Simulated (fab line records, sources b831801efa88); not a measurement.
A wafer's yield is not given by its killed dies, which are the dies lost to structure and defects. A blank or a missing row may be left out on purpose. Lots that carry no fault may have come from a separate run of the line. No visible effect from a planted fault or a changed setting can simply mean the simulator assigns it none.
The tool behind it: which one? || flow gf180mcu || 7 lots with 21 wafers sampled at 2 steps, on a route of 602 steps

## WHAT THE GAUGES READ, wafer by wafer
GF_HV_LDD_RS_MEAS_53: measurement is done with a four-point probe.
{"lot": "L154", "measured": "day 12 13:03", "on": "filmMetro-04", "HV_LDD_RS (ohm/sq)": "418.5 419.7 418.7"}
{"lot": "L157", "measured": "day 13 13:56", "on": "filmMetro-03", "HV_LDD_RS (ohm/sq)": "417.8 418.0 418.6"}
{"lot": "L160", "measured": "day 14 18:28", "on": "filmMetro-01", "HV_LDD_RS (ohm/sq)": "416.0 417.3 416.3"}
{"lot": "L162", "measured": "day 15 08:12", "on": "filmMetro-01", "HV_LDD_RS (ohm/sq)": "402.7 403.3 402.6"}
{"lot": "L172", "measured": "day 18 21:33", "on": "filmMetro-01", "HV_LDD_RS (ohm/sq)": "417.0 418.2 417.5"}
{"lot": "L174", "measured": "day 19 15:14", "on": "filmMetro-04", "HV_LDD_RS (ohm/sq)": "417.8 417.8 418.2"}
{"lot": "L176", "measured": "day 20 04:50", "on": "filmMetro-03", "HV_LDD_RS (ohm/sq)": "418.5 418.6 418.4"}

## TOOL THAT RAN EACH LOT (tool first, then ch and the chambers of the sampled wafers, then the start)
{"lot": "L154", "GF_HV_LDD_IMPLANT_33": "implanter-03 ch 0, day 11 17:02"}
{"lot": "L157", "GF_HV_LDD_IMPLANT_33": "implanter-03 ch 0, day 12 17:37"}
{"lot": "L160", "GF_HV_LDD_IMPLANT_33": "implanter-04 ch 0, day 13 20:44"}
{"lot": "L162", "GF_HV_LDD_IMPLANT_33": "implanter-04 ch 0, day 14 11:28"}
{"lot": "L172", "GF_HV_LDD_IMPLANT_33": "implanter-02 ch 0, day 17 20:35"}
{"lot": "L174", "GF_HV_LDD_IMPLANT_33": "implanter-03 ch 0, day 18 13:19"}
{"lot": "L176", "GF_HV_LDD_IMPLANT_33": "implanter-02 ch 0, day 19 02:59"}
- GF_HV_LDD_IMPLANT_33

## THE ANSWER, worked out from the rows above alone
Rule: what is usual is taken from the lots themselves. Put in order of their means at a reading, lots are off if they are a third of the lots or fewer, leave a main group of 4 or more, and stand apart from it by a gap of 3 or more times the standard deviation of the main group's means; of several such gaps the widest counts. The tables above print the reading to a certain number of digits; a main group whose means all agree to those digits is not used. A lot without any number at a reading at which 4 lots or more have one is off too. Where the step has rows for the other lots, those lots are counted as sound.
Off: L162, seen at GF_HV_LDD_RS_MEAS_53 (HV_LDD_RS). Main group: mean 417.9 ohm/sq, sd 0.77.
A tool fits if, at a process step before that reading, it ran every lot that is off, and no sound lot after the first of them. Those tools and the gauges at GF_HV_LDD_RS_MEAS_53 are tried in the same way. One fits: GF_HV_LDD_IMPLANT_33 on implanter-04. A fault onset in the window from L160 (day 13 20:44, its last sound lot) to L162 (day 14 11:28, its first lot off) fits.

## WHAT THE SIMULATOR HAD INSERTED
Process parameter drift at GF_HV_LDD_IMPLANT_33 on implanter-04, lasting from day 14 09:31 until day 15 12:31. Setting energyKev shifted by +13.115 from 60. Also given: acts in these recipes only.
Shown lots that were struck: L162. The same result came from the rule above.
